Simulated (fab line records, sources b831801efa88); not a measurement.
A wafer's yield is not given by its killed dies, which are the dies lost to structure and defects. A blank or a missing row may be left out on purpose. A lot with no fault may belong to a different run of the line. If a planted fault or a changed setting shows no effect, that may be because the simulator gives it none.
One fault seen from 2 desks || flow sky130 || only its own numbers are on each desk; what lay behind them is given at the end

== AT THE METROLOGY DESK ==
Means of the sampled wafers that have a number, per lot and without regard to the tool the lot ran on: this is what the gauges read. The brackets show how far a lot's mean lies from the usual mean; more than 4 standard deviations puts the lot out of limits, marked OUT.
Columns: A = VIA3_W_RS at SKY_VIA3_RS_MEAS_22, usual 0.2923 ohm/sq; B = METAL4_OVL at SKY_METAL4_OVL_MEAS_14, usual 2 nm; C = VIA4_BOW at SKY_VIA4_BOW_MEAS_03, usual 81 um
{"lot": "L946", "first seen here": "day 40 07:53", "A": 0.2890, "B": 2, "C": 83}
{"lot": "L947", "first seen here": "day 40 16:43", "A": 0.2914, "B": 2, "C": 75}
{"lot": "L949", "first seen here": "day 41 12:41", "A": 0.2927, "B": 5, "C": 85}
{"lot": "L950", "first seen here": "day 41 20:52", "A": 0.2943, "B": 1, "C": 86}
{"lot": "L951", "first seen here": "day 42 16:14", "A": 0.2921, "B": 4, "C": 79}
{"lot": "L954", "first seen here": "day 42 22:05", "A": 0.2906, "B": -1, "C": 84}
{"lot": "L956", "first seen here": "day 43 20:09", "A": 0.2906, "B": 4, "C": 77}
{"lot": "L959", "first seen here": "day 44 17:20", "A": 0.2896, "B": 7, "C": 87}
{"lot": "L960", "first seen here": "day 44 18:35", "A": 0.2947, "B": 6, "C": 86}
{"lot": "L961", "first seen here": "day 44 18:59", "A": 0.2923, "B": 3, "C": 90}
{"lot": "L963", "first seen here": "day 45 03:35", "A": 0.2931, "B": -8, "C": 81}
{"lot": "L965", "first seen here": "day 45 19:23", "A": 0.2912, "B": 6, "C": 78}
{"lot": "L966", "first seen here": "day 46 02:14", "A": 0.2943, "B": 7, "C": 91}
This desk's verdict: no lot among the 13 shows anything out of limits.

== THE TOOL OWNER'S DESK: lithoTrack-04 ==
The tool's own readings at SKY_METAL4_COAT_07 (resist thk 60 nm): means of the sampled wafers that have a number, for each lot that ran on this tool. The brackets show how far a lot's mean lies from the usual mean; more than 4 standard deviations puts the lot out of limits, marked OUT.
Columns: A = exhaustPa at SKY_METAL4_COAT_07, usual 45.1 Pa; B = spinSpeedRpm at SKY_METAL4_COAT_07, usual 3000.3 rpm
{"lot": "L947", "first seen here": "day 42 05:23", "A": 45.5, "B": 3002.8}
{"lot": "L951", "first seen here": "day 44 03:02", "A": 45.6, "B": 3001.1}
{"lot": "L959", "first seen here": "day 46 01:43", "A": 45.1, "B": "2941.2 (-33) OUT"}
{"lot": "L960", "first seen here": "day 46 03:11", "A": 44.9, "B": "2940.7 (-33) OUT"}
This desk's verdict: out of limits on L959, L960, starting with L959 at day 46 01:43 (spinSpeedRpm at SKY_METAL4_COAT_07). Within limits: L947, L951.

== BROUGHT TOGETHER ==
An alarm could have come from the tool owner's desk at day 46 01:43, on L959, L960.
From the metrology desk's view, nothing was out of limits.
The metrology desk holds a record of L959, L960, inside its limits.
The lots listed all ran SKY_METAL4_COAT_07 on lithoTrack-04.

== WHAT HAD BEEN PUT IN BY THE SIMULATOR ==
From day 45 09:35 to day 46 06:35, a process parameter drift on lithoTrack-04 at SKY_METAL4_COAT_07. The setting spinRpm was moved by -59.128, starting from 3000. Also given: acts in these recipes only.
Struck lots among those shown: L959, L960.
Hours from the fault's start to each desk's first reading out of limits: the tool owner's desk, 16.
